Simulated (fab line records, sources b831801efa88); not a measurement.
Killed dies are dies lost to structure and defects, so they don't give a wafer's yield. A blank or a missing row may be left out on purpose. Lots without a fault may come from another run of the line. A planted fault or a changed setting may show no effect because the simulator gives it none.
A struck lot beside a sound one | flow sfq_line | 21 steps out of a route of 325
Sound: wafers L205.2, L205.4, L205.6. Struck: wafer L195.3. (L195.1, L195.6 of the same lot were not struck and are left out.) The cause comes at the end.
At each step with rows: each side's tool, then ch and its chambers, then its first start. Under that, the readings that differ: sound wafers | struck wafers | difference of the means | sigmas: that difference in standard deviations of wafers without a fault.
alike: readings whose means differ by less than 2 such deviations, and words and numbers that are the same on both sides. not compared: withheld readings, readings that some wafer has no value for, bounds like >300 that may hide the same value, and numbers for which the record gives no deviation and whose values overlap.
The two part at a step that has a row with sigmas, a row that says differs or no value, or rows on one side only. Numbers that don't overlap but have no deviation are shown without sigmas and don't part them. A reading that every wafer of one side lacks parts them only if that side has two wafers or more.

first, 1 step without rows for these wafers: SFQ_TRILAYER_I4_VIA_BARC_OPEN_VIA_ETCH_146 (etches BARC in O2, target depth 125 nm, time 41.7 s).
SFQ_TRILAYER_I4_VIA_ETCH_VIA_ETCH_106: etches SiO2 in CHF3, stops on Nb, target depth 260 nm.
  sound on rie_diel-02 ch 1,2,3, day 66 04:28; struck on rie_diel-01 ch 3, day 58 14:25
  reading                     | sound       | struck | difference | sigmas
  drypump_motor_current_A (A) | 5.4 6.0 6.2 | 4.8    | -1.1       | -3
  alike: oes_product_au
SFQ_TRILAYER_I4_VIA_STRIP_STRIP_107: strips in O2.
  sound on rie_metal-04 ch 1, day 66 04:35; struck on rie_metal-02 ch 0, day 58 14:32
  reading           | sound             | struck | difference | sigmas
  platen_temp_c (C) | 40.03 40.24 40.46 | 39.96  | -0.28      | -2
  alike: drypump_motor_current_A, oes_product_au
  not compared: rf_hours_counter_h
then, 2 steps without rows for these wafers: SFQ_TRILAYER_I4_VIA_STRIP_SOLV_CLEAN_108 (cleans in NMP, time 600 s); SFQ_TRILAYER_JJ_TRILAYER_DEP_PRE_CLEAN_113 (time 22.5 s).
SFQ_TRILAYER_JJ_TRILAYER_DEP_SPUTTER_109: material Nb, target thk 150 nm, time 100 s.
  sound on pvd_sputter-05, day 66 05:23; struck on pvd_sputter-03, day 58 15:20
  reading                | sound          | struck | difference | sigmas
  throttle_valve_pct (%) | 31.3 31.0 31.4 | 28.0   | -3.2       | -3
SFQ_TRILAYER_JJ_TRILAYER_DEP_SPUTTER_110: material Al, target thk 8 nm, time 10 s.
  sound on pvd_sputter-05, day 66 05:28; struck on pvd_sputter-03, day 58 15:25
  reading                | sound          | struck | difference | sigmas
  throttle_valve_pct (%) | 31.4 31.3 31.6 | 28.0   | -3.4       | -3
then, 1 step without rows for these wafers: SFQ_TRILAYER_JJ_TRILAYER_DEP_AL_OXIDATION_111 (oxidation time 600 s).
SFQ_TRILAYER_JJ_TRILAYER_DEP_SPUTTER_112: material Nb, target thk 170 nm, time 113.3 s.
  sound on pvd_sputter-05, day 66 06:29; struck on pvd_sputter-03, day 58 16:26
  reading                | sound          | struck | difference | sigmas
  throttle_valve_pct (%) | 31.5 31.4 31.5 | 28.2   | -3.3       | -3
SFQ_JJ_RS_MEAS_929: measures by four-point-probe.
  sound on film_metro-02, day 66 06:35; struck on film_metro-03, day 58 16:31
  alike: JJ_NB_RS
then, 1 step without rows for these wafers: SFQ_TRILAYER_JJ_CE_LITHO_COAT_119 (resist thk 62 nm).
SFQ_TRILAYER_JJ_CE_LITHO_COAT_114: resist thk 600 nm.
  sound on litho_track-02 ch 0, day 66 07:05; struck on litho_track-03 ch 0, day 58 16:59
  reading                                                | sound                | struck | difference | sigmas
  spin_speed_rpm (rpm)                                   | 2999.1 3001.8 2998.6 | 3004.9 | +5.1       | +3
  model.KrF_of_TRILAYER_JJ_CE_LITHO_COAT_114.thk_nm (nm) | 598.7 597.8 599.2    | 583.7  | -14.9      |
then, 4 steps without rows for these wafers: SFQ_TRILAYER_JJ_CE_LITHO_SOFTBAKE_118; SFQ_TRILAYER_JJ_CE_LITHO_EXPOSE_115 (exposes mask J5, target cd 700 nm); SFQ_TRILAYER_JJ_CE_LITHO_PEB_117 (peb time 60 s); SFQ_TRILAYER_JJ_CE_LITHO_DEVELOP_116 (time 60 s).
-- the record jumps here: 5 days lie between the struck wafers' starts before and after --
SFQ_JJ_OVL_MEAS_931:
  sound on overlay-01, day 69 10:33; struck on overlay-02, day 63 10:35
  alike: J5_OVL
then, 2 steps without rows for these wafers: SFQ_TRILAYER_JJ_CE_METRO_MEASURE_117; SFQ_TRILAYER_JJ_CE_BARC_OPEN_RIE_150 (chemistry O2, target BARC, target depth 240 nm, time 80 s).
SFQ_TRILAYER_JJ_CE_ETCH_RIE_118: chemistry SF6, target Nb, stops on Al2O3, time 97.7 s, target depth 170 nm.
  sound on rie_metal-01 ch 0,1, day 69 11:53; struck on rie_metal-04 ch 0, day 63 11:55
  reading                                                | sound             | struck | difference | sigmas
  model.KrF_of_TRILAYER_JJ_CE_LITHO_COAT_114.thk_nm (nm) | 476.4 478.9 480.6 | 460.2  | -18.4      |
  alike: drypump_motor_current_A, oes_product_au
  not compared: rf_hours_counter_h
then, 1 step without rows for these wafers: SFQ_TRILAYER_JJ_ANODIZE_ANODIZE_119.

WHERE THEY PART
First at SFQ_TRILAYER_I4_VIA_ETCH_VIA_ETCH_106; last, within this record, at SFQ_TRILAYER_JJ_CE_LITHO_COAT_114. Later steps at which nothing parts them and some readings are alike: SFQ_JJ_OVL_MEAS_931, SFQ_TRILAYER_JJ_CE_ETCH_RIE_118.

WHY: what the simulator had put in
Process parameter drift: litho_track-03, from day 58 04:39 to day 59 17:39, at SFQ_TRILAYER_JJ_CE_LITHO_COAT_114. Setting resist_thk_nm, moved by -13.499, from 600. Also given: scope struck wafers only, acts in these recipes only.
